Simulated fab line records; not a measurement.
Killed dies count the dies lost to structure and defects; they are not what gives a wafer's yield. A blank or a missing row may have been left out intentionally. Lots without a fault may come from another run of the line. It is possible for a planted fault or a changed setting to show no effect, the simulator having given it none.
fab line records	flow sfqLine
record lots=6	wafers=18	lastDay=86
route steps=325 shown M1@62 I1@73 M2@88
lots that met no fault: from a run of the same line without faults
startH: hours from the record's opening day to when the first of the lot's shown wafers began	waitH: hours elapsed since this lot's preceding step	" as in the row above	L1.1+2: a single row standing in for several wafers	- value missing, or start not given	* or withheld: withheld	< > ~ a bound
route shown NAME@n: a module of which the file shows steps, and the number in the route of the first	usual: mean/standard deviation taken from wafers without a fault	same: alike in all rows	chamber/n: place in a boat	sites: each site's reading	_std_site: standard deviation of those values	_edge_site: the outer-site mean with the inner-site mean subtracted	radiusMm: how far each site lies from the wafer's centre	mask NAME#n: copy n	behind: the most recent tool/chamber to have shaped the wafer	hold: cause of the lot's hold/its duration in hours/its outcome	device: whichever transistor did not switch (one of n, p or np)	end of line: the same wafers' tests at the end of the route	where a step has no rows: the recipe by itself	killed: dies lost to structure and defects at the first sort, not the wafer's yield	map: a wafer's dies, marking killed ones x, the rest . and places with no die _
set.NAME: the setting the step ran with; set.NAME@STEP: the setting that earlier step ran with	model.NAME: the simulator's own value behind a step, which no gauge read
lots seen at some steps along the route; tables by step, rows by wafer
services: from which hour (startH, from the record's first day; less than 0 if before it) a tool's chamber was out of use, for how many hours, and why
## steps
# step SFQ_TRILAYER_M1_LITHO_COAT_044
# recipe resist=BARC	spinRpm=3000	resistThkNm=62
# step SFQ_TRILAYER_M1_LITHO_COAT_039
# recipe resist=KrF	spinRpm=3000	resistThkNm=600
# step SFQ_TRILAYER_M1_LITHO_SOFTBAKE_043
# recipe tempC=withheld	timeS=withheld	resist=KrF
# step SFQ_TRILAYER_M1_LITHO_EXPOSE_040
# recipe maskId=M1	na=0.6	sourceShape=conventional	sigmaOuter=0.65	targetCdNm=500	doseMj=14.4
# step SFQ_TRILAYER_M1_LITHO_PEB_042
# recipe pebTempC=115	pebTimeS=60	resist=KrF
# step SFQ_TRILAYER_M1_LITHO_DEVELOP_041
# recipe timeS=60	resist=KrF
# step SFQ_M1_OVL_MEAS_911
# usual M1_OVL=0/5.8
lot.wafer	tool	chamber	startH	waitH	M1_OVL[nm]
L157.1	overlay-01	-	605.30	0.1	-7
L157.2	"	-	"	"	-2
L157.6	"	-	"	"	3
L159.2	overlay-02	-	624.51	0.1	3
L159.3	"	-	"	"	8
L159.4	"	-	"	"	4
L161.2	overlay-02	-	642.40	0.1	-1
L161.5	"	-	"	"	2
L161.6	"	-	"	"	0
L168.1	overlay-02	-	714.42	0.1	-1
L168.4	"	-	"	"	4
L168.5	"	-	"	"	-7
L173.1	overlay-02	-	758.98	0.1	-7
L173.4	"	-	"	"	-9
L173.6	"	-	"	"	-6
L174.1	overlay-02	-	763.78	0.1	-4
L174.3	"	-	"	"	-6
L174.5	"	-	"	"	0
# step SFQ_TRILAYER_M1_BARC_OPEN_METAL_ETCH_054
# recipe maskMaterial=PR	chemistry=O2	targetDepthNm=125	target=BARC	icpW=600	biasW=80	pressureMtorr=10	timeS=41.7
# usual drypumpMotorCurrentA=5.6/0.51	heBacksideLeakSccm=3.35/0.19	oesProductAu=0.685/0.0047
lot.wafer	tool	chamber	startH	waitH	drypumpMotorCurrentA	heBacksideLeakSccm	oesProductAu	rfHoursCounterH
L157.1	rieMetal-03	1	605.34	0.0	4.8	3.46	0.691	125
L157.2	"	0	"	"	6.1	3.57	0.690	16
L157.6	"	1	"	"	4.8	3.38	0.682	-
L159.2	rieMetal-01	0	624.54	0.0	5.2	3.25	0.685	58
L159.3	"	1	"	"	6.0	3.44	0.678	-
L159.4	"	0	"	"	5.2	3.26	0.682	-
L161.2	rieMetal-03	0	642.43	0.0	6.1	3.65	0.683	23
L161.5	"	0	"	"	6.1	3.41	0.690	-
L161.6	"	1	"	"	4.8	3.53	0.686	-
L168.1	rieMetal-01	1	714.46	0.0	6.0	3.32	0.682	89
L168.4	"	0	"	"	5.3	3.05	0.691	-
L168.5	"	1	"	"	5.9	3.27	0.678	-
L173.1	rieMetal-04	1	759.02	0.0	5.7	3.15	0.684	57
L173.4	"	1	"	"	5.7	3.23	0.689	-
L173.6	"	1	"	"	5.7	3.17	0.690	-
L174.1	rieMetal-04	0	763.82	0.0	5.6	3.15	0.671	67
L174.3	"	1	"	"	5.7	2.97	0.680	-
L174.5	"	0	"	"	5.6	3.15	0.687	-
# step SFQ_TRILAYER_M1_ETCH_METAL_ETCH_042
# recipe target=Nb	stopOn=SiO2	maskMaterial=PR	chemistry=Cl2/Ar	targetDepthNm=240	icpW=600	biasW=80	pressureMtorr=10	timeS=120
# step SFQ_TRILAYER_M1_STRIP_STRIP_043
# recipe gas=O2	powerW=200	platenTempC=40	overashFraction=0.65	chemistry=O2	pressureMtorr=50
# step SFQ_TRILAYER_M1_STRIP_SOLV_CLEAN_044
# recipe chemistry=NMP	tempC=70	timeS=600
# step SFQ_TRILAYER_I1_DEP_PECVD_045
# recipe material=SiO2	tempC=150	timeS=111.11	pressureTorr=2.4	rfW=183.3	precursor=SiH4/N2O	targetThkNm=500
# usual heaterPowerW=85/19	showerheadVppV=844/45	throttleValvePct=24.7/1
lot.wafer	tool	chamber	startH	waitH	heaterPowerW	showerheadVppV	throttleValvePct
L157.1	pecvd-01	0	606.30	0.0	74	826	25.2
L157.2	"	2	"	"	77	791	26.4
L157.6	"	2	"	"	80	791	26.8
L159.2	pecvd-03	0	625.50	0.0	69	918	23.7
L159.3	"	2	"	"	120	795	23.2
L159.4	"	1	"	"	57	866	25.3
L161.2	pecvd-03	1	643.39	0.0	60	858	25.3
L161.5	"	1	"	"	65	868	25.3
L161.6	"	0	"	"	64	899	23.7
L168.1	pecvd-03	1	715.42	0.0	65	883	25.4
L168.4	"	1	"	"	67	877	25.5
L168.5	"	2	"	"	114	790	23.6
L173.1	pecvd-01	2	760.00	0.0	84	797	26.8
L173.4	"	0	"	"	70	841	25.3
L173.6	"	1	"	"	97	892	24.2
L174.1	pecvd-02	0	764.78	0.0	87	790	24.9
L174.3	"	1	"	"	98	867	26.4
L174.5	"	0	"	"	90	794	25.2
# step SFQ_TRILAYER_I1_CMP_CMP_046
# recipe material=SiO2	downForcePsi=3	platenRpm=60	padVelocityMS=0.94248
# usual motorCurrentA=10.2/1	timeToEndpointS=213/7.1
lot.wafer	tool	chamber	startH	waitH	motorCurrentA	timeToEndpointS	model.SiO2_of_TRILAYER_I1_DEP_PECVD_045.thkNm
L157.2	cmp-01	3	618.42	12.1	9.9	206	199.5
L157.1	"	1	619.42	13.1	8.4	207	200
L157.6	"	2	"	"	9.2	214	200.1
L159.2	cmp-01	1	630.42	4.9	9.0	199	219.7
L159.4	"	2	"	"	9.5	214	200
L159.3	"	3	"	"	10.2	216	200.3
L161.2	cmp-01	0	646.58	3.1	9.6	200	219.8
L161.5	"	2	647.58	4.1	8.8	208	220.1
L161.6	"	3	"	"	10.0	204	219.1
L168.1	cmp-02	0	719.09	3.6	8.8	223	201.6
L168.4	"	1	"	"	11.6	221	201.7
L168.5	"	2	"	"	11.0	216	200.9
L173.1	cmp-02	0	760.66	0.6	9.0	215	200.9
L173.4	"	1	"	"	10.8	221	199.8
L173.6	"	1	763.16	3.1	11.0	226	199.5
L174.3	cmp-02	0	765.86	1.0	9.2	203	200.4
L174.1	"	1	"	"	10.8	216	199.7
L174.5	"	3	767.36	2.5	10.4	214	200
# step SFQ_I1_BOW_MEAS_912
# recipe mode=bow
# usual I1_BOW=3/8
lot.wafer	tool	chamber	startH	waitH	I1_BOW[um]
L157.1	filmMetro-02	-	620.92	1.0	-1
L157.2	"	-	"	"	1
L157.6	"	-	"	"	-2
L159.2	filmMetro-04	-	632.94	2.0	15
L159.3	"	-	"	"	3
L159.4	"	-	"	"	12
L161.2	filmMetro-04	-	648.60	1.5	-6
L161.5	"	-	"	"	-4
L161.6	"	-	"	"	12
L168.1	filmMetro-04	-	721.09	1.5	7
L168.4	"	-	"	"	8
L168.5	"	-	"	"	-1
L173.1	filmMetro-04	-	763.66	2.5	-3
L173.4	"	-	"	"	1
L173.6	"	-	"	"	-2
L174.1	filmMetro-02	-	767.86	1.0	-9
L174.3	"	-	"	"	8
L174.5	"	-	"	"	-7
# step SFQ_TRILAYER_I1_METRO_MEASURE_047
# usual thkNm=200.0/0.88
lot.wafer	tool	chamber	startH	waitH	thkNm
L157.1	filmMetro-02	-	621.04	0.1	200.2
L157.2	"	-	"	"	199.5
L157.6	"	-	"	"	200.0
L159.2	filmMetro-04	-	633.24	0.3	219.6
L159.3	"	-	"	"	200.3
L159.4	"	-	"	"	200.0
L161.2	filmMetro-04	-	648.90	0.3	219.7
L161.5	"	-	"	"	220.0
L161.6	"	-	"	"	219.0
L168.1	filmMetro-04	-	721.21	0.1	201.6
L168.4	"	-	"	"	201.7
L168.5	"	-	"	"	200.8
L173.1	filmMetro-04	-	763.78	0.1	201.0
L173.4	"	-	"	"	199.7
L173.6	"	-	"	"	199.5
L174.1	filmMetro-02	-	767.98	0.1	199.8
L174.3	"	-	"	"	200.3
L174.5	"	-	"	"	199.9
# step SFQ_TRILAYER_I1_VIA_LITHO_COAT_054
# recipe resist=BARC	spinRpm=3000	resistThkNm=62
# step SFQ_TRILAYER_I1_VIA_LITHO_COAT_049
# recipe resist=KrF	spinRpm=3000	resistThkNm=650
# step SFQ_TRILAYER_I1_VIA_LITHO_SOFTBAKE_053
# recipe tempC=withheld	timeS=withheld	resist=KrF
# step SFQ_TRILAYER_I1_VIA_LITHO_EXPOSE_050
# recipe maskId=I1	na=0.6	sourceShape=conventional	sigmaOuter=0.65	targetCdNm=500	doseMj=21.3
# step SFQ_TRILAYER_I1_VIA_LITHO_PEB_052
# recipe pebTempC=115	pebTimeS=60	resist=KrF
# step SFQ_TRILAYER_I1_VIA_LITHO_DEVELOP_051
# recipe timeS=60	resist=KrF
# step SFQ_I1_OVL_MEAS_913
# usual I1_OVL=0/5.7
lot.wafer	tool	chamber	startH	waitH	I1_OVL[nm]
L157.1	overlay-01	-	625.84	0.1	-2
L157.2	"	-	"	"	2
L157.6	"	-	"	"	2
L159.2	overlay-02	-	773.39	0.1	3
L159.3	"	-	"	"	7
L159.4	"	-	"	"	10
L161.2	overlay-02	-	798.59	0.1	-2
L161.5	"	-	"	"	2
L161.6	"	-	"	"	0
L168.1	overlay-02	-	860.71	0.1	-3
L168.4	"	-	"	"	5
L168.5	"	-	"	"	1
L173.1	overlay-01	-	905.11	0.1	-2
L173.4	"	-	"	"	5
L173.6	"	-	"	"	3
L174.1	overlay-01	-	908.71	0.1	3
L174.3	"	-	"	"	2
L174.5	"	-	"	"	4
# step SFQ_TRILAYER_I1_VIA_BARC_OPEN_VIA_ETCH_071
# recipe maskMaterial=PR	chemistry=O2	targetDepthNm=125	target=BARC	sourceW=500	biasW=80	pressureMtorr=30	timeS=41.7
# usual drypumpMotorCurrentA=5.5/0.49	oesProductAu=0.684/0.0046
lot.wafer	tool	chamber	startH	waitH	drypumpMotorCurrentA	oesProductAu	rfHoursCounterH
L157.1	rieDiel-01	2	625.88	0.0	5.8	0.680	6
L157.2	"	1	"	"	5.0	0.687	7
L157.6	"	1	"	"	5.0	0.689	-
L159.2	rieDiel-02	0	773.42	0.0	6.0	0.690	7
L159.3	"	1	"	"	4.8	0.687	9
L159.4	"	0	"	"	6.0	0.685	-
L161.2	rieDiel-02	3	798.62	0.0	5.7	0.681	4
L161.5	"	3	"	"	5.7	0.688	-
L161.6	"	2	"	"	6.3	0.675	-
L168.1	rieDiel-04	1	860.75	0.0	4.9	0.679	24
L168.4	"	3	"	"	6.0	0.678	5
L168.5	"	3	"	"	6.0	0.689	-
L173.1	rieDiel-04	3	905.15	0.0	6.0	0.688	5
L173.4	"	3	"	"	6.0	0.685	-
L173.6	"	1	"	"	4.9	0.681	-
L174.1	rieDiel-02	0	908.75	0.0	6.0	0.682	9
L174.3	"	2	"	"	6.3	0.686	1
L174.5	"	3	"	"	5.7	0.681	-
# step SFQ_TRILAYER_I1_VIA_ETCH_VIA_ETCH_052
# recipe target=SiO2	stopOn=Nb	maskMaterial=PR	taperDeg=20	chemistry=CHF3	targetDepthNm=260	sourceW=500	biasW=80	pressureMtorr=30	timeS=withheld
# usual drypumpMotorCurrentA=5.5/0.49	oesProductAu=0.854/0.005
lot.wafer	tool	chamber	startH	waitH	drypumpMotorCurrentA	oesProductAu	model.etch.depthNm	model.I1.featureDepthNm
L157.1	rieDiel-01	2	625.92	0.0	5.8	0.859	200	200
L157.2	"	1	"	"	5.0	0.849	199.5	199.5
L157.6	"	1	"	"	5.0	0.852	200.1	200.1
L159.2	rieDiel-02	0	773.46	0.0	6.0	0.907	219.7	219.7
L159.3	"	1	"	"	4.8	0.853	200.3	200.3
L159.4	"	0	"	"	6.0	0.855	200	200
L161.2	rieDiel-02	3	798.66	0.0	5.7	0.911	219.8	219.8
L161.5	"	3	"	"	5.7	0.903	220.1	220.1
L161.6	"	2	"	"	6.3	0.899	219.1	219.1
L168.1	rieDiel-04	1	860.79	0.0	4.9	0.862	201.6	201.6
L168.4	"	3	"	"	6.0	0.854	201.7	201.7
L168.5	"	3	"	"	6.0	0.852	200.9	200.9
L173.1	rieDiel-04	3	905.19	0.0	6.0	0.854	200.9	200.9
L173.4	"	3	"	"	6.0	0.855	199.8	199.8
L173.6	"	1	"	"	4.9	0.854	199.5	199.5
L174.1	rieDiel-02	0	908.79	0.0	6.0	0.851	199.7	199.7
L174.3	"	2	"	"	6.3	0.858	200.4	200.4
L174.5	"	3	"	"	5.7	0.860	200	200
# step SFQ_TRILAYER_I1_VIA_STRIP_STRIP_053
# recipe gas=O2	powerW=200	platenTempC=40	overashFraction=0.65	chemistry=O2	pressureMtorr=50
# usual drypumpMotorCurrentA=5.6/0.35	heBacksideLeakSccm=3.4/0.37	oesProductAu=1.002/0.0076
# same overashFraction=0.65
lot.wafer	tool	chamber	startH	waitH	drypumpMotorCurrentA	heBacksideLeakSccm	oesProductAu	rfHoursCounterH
L157.1	rieMetal-03	1	626.03	-	4.8	4.8	1.011	129
L157.2	"	0	"	"	6.2	3.4	1.001	20
L157.6	"	1	"	"	4.8	3.3	1.014	-
L159.2	rieMetal-04	0	773.57	-	5.6	3.2	0.992	68
L159.3	"	0	"	"	5.6	3.1	1.007	-
L159.4	"	1	"	"	5.6	3.2	0.991	-
L161.2	rieMetal-04	0	798.77	-	5.6	3.1	1.008	70
L161.5	"	1	"	"	5.7	3.3	1.011	-
L161.6	"	0	"	"	5.6	3.2	0.996	-
L168.1	rieMetal-03	1	860.90	-	4.8	3.5	0.998	6
L168.4	"	1	"	"	4.8	3.4	1.005	-
L168.5	"	0	"	"	6.1	3.6	0.985	-
L173.1	rieMetal-03	1	905.30	-	4.8	3.2	1.002	11
L173.4	"	1	"	"	4.8	3.1	0.994	-
L173.6	"	0	"	"	6.1	3.5	0.991	-
L174.1	rieMetal-04	1	908.90	-	5.7	3.2	1.011	70
L174.3	"	1	"	"	5.7	3.3	1.007	-
L174.5	"	1	"	"	5.7	3.1	1.004	-
# step SFQ_TRILAYER_I1_VIA_STRIP_SOLV_CLEAN_054
# recipe chemistry=NMP	tempC=70	timeS=600
# step SFQ_TRILAYER_M2_DEP_PRE_CLEAN_056
# recipe gas=Ar	timeS=22.5	biasV=250
lot.wafer	tool	chamber	startH	waitH	model.SiO2_of_TRILAYER_I1_DEP_PECVD_045.thkNm
L157.1	pvdSputter-06	-	626.81	0.0	192.5
L157.2	"	-	"	"	192
L157.6	"	-	"	"	192.6
L159.2	pvdSputter-05	-	774.35	0.0	212.2
L159.3	"	-	"	"	192.8
L159.4	"	-	"	"	192.5
L161.2	pvdSputter-05	-	799.55	0.0	212.3
L161.5	"	-	"	"	212.6
L161.6	"	-	"	"	211.6
L168.1	pvdSputter-05	-	861.67	0.0	194.1
L168.4	"	-	"	"	194.2
L168.5	"	-	"	"	193.4
L173.1	pvdSputter-06	-	906.07	0.0	193.4
L173.4	"	-	"	"	192.3
L173.6	"	-	"	"	192
L174.1	pvdSputter-05	-	909.67	0.0	192.2
L174.3	"	-	"	"	192.9
L174.5	"	-	"	"	192.5
# step SFQ_TRILAYER_M2_DEP_SPUTTER_055
# recipe material=Nb	basePressurePa=1.33e-06	chamberPressurePa=0.1333	substrateTempC=20	resputterCathodeVoltageV=400	targetThkNm=200	powerW=2000	timeS=133.3
# usual basePressurePa=1.32e-06/9.1e-08	throttleValvePct=30.0/0.92
lot.wafer	tool	chamber	startH	waitH	basePressurePa	throttleValvePct
L157.1	pvdSputter-06	-	626.84	0.0	1.52e-06	27.9
L157.2	"	-	"	"	1.43e-06	30.2
L157.6	"	-	"	"	1.29e-06	28.1
L159.2	pvdSputter-05	-	774.38	0.0	1.22e-06	30.0
L159.3	"	-	"	"	1.29e-06	29.5
L159.4	"	-	"	"	1.54e-06	29.4
L161.2	pvdSputter-05	-	799.58	0.0	1.4e-06	29.4
L161.5	"	-	"	"	1.46e-06	29.5
L161.6	"	-	"	"	1.39e-06	30.3
L168.1	pvdSputter-05	-	861.70	0.0	1.31e-06	30.0
L168.4	"	-	"	"	1.21e-06	30.0
L168.5	"	-	"	"	1.34e-06	29.7
L173.1	pvdSputter-06	-	906.10	0.0	1.19e-06	30.1
L173.4	"	-	"	"	1.09e-06	27.9
L173.6	"	-	"	"	1.16e-06	30.0
L174.1	pvdSputter-05	-	909.70	0.0	1.37e-06	30.2
L174.3	"	-	"	"	1.36e-06	29.6
L174.5	"	-	"	"	1.36e-06	29.6
## services
tool	chamber	startH	hours	kind
rieDiel-04	0	589.72	8.8	repair
rieMetal-04	0	590.58	6.5	repair
rieDiel-02	2	616.22	19.5	repair
rieDiel-02	1	628.75	4.7	repair
pvdSputter-05	-	636.08	0.6	repair
filmMetro-04	-	641.18	1.0	pm
filmMetro-04	-	647.48	0.2	pm
filmMetro-04	-	673.06	8.3	repair
filmMetro-04	-	681.32	0.8	pm
rieDiel-04	2	690.26	10.6	repair
pvdSputter-06	-	700.05	2.7	repair
rieDiel-02	0	703.97	16.7	repair
pvdSputter-06	-	707.04	25.2	repair
filmMetro-04	-	707.69	5.7	repair
rieMetal-04	-	714.82	14.6	pm
rieDiel-02	2	749.47	2.5	repair
rieDiel-02	2	784.29	9.1	repair
rieMetal-03	-	792.23	2.8	pm
pvdSputter-05	-	855.84	3.3	repair
rieMetal-04	1	864.49	34.7	repair
rieDiel-02	1	888.43	4.5	repair
rieDiel-02	-	891.72	0.1	repair
rieMetal-03	-	895.33	0.3	repair
pvdSputter-05	-	904.01	1.7	repair
## key
firstSign step=SFQ_TRILAYER_I1_METRO_MEASURE_047	reading=thkNm	direction=up	sigmas=22	usual=200.0	struck=219.6
effect step=SFQ_TRILAYER_I1_VIA_ETCH_VIA_ETCH_052	reading=oesProductAu	direction=up	sigmas=10	usual=0.854	struck=0.905
modelEffect step=SFQ_TRILAYER_I1_CMP_CMP_046	value=SiO2_of_TRILAYER_I1_DEP_PECVD_045.thkNm	without=199.7	struck=219.7
modelEffect step=SFQ_TRILAYER_I1_VIA_ETCH_VIA_ETCH_052	value=etch.depthNm	without=199.7	struck=219.7
modelEffect step=SFQ_TRILAYER_M2_DEP_PRE_CLEAN_056	value=SiO2_of_TRILAYER_I1_DEP_PECVD_045.thkNm	without=192.2	struck=212.2
metAt SFQ_TRILAYER_I1_CMP_CMP_046
struckWafers L159.2,L161.2,L161.5,L161.6
onsetBetween 618.42 630.42
fault kind=processParameterDrift	tool=cmp-01	chamber=-	onsetH=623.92	steps=SFQ_TRILAYER_I1_CMP_CMP_046	channel=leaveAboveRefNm	offset=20	shape=step	endH=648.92	scope=struckWafersOnly	actsIn=theseRecipesOnly	stated=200
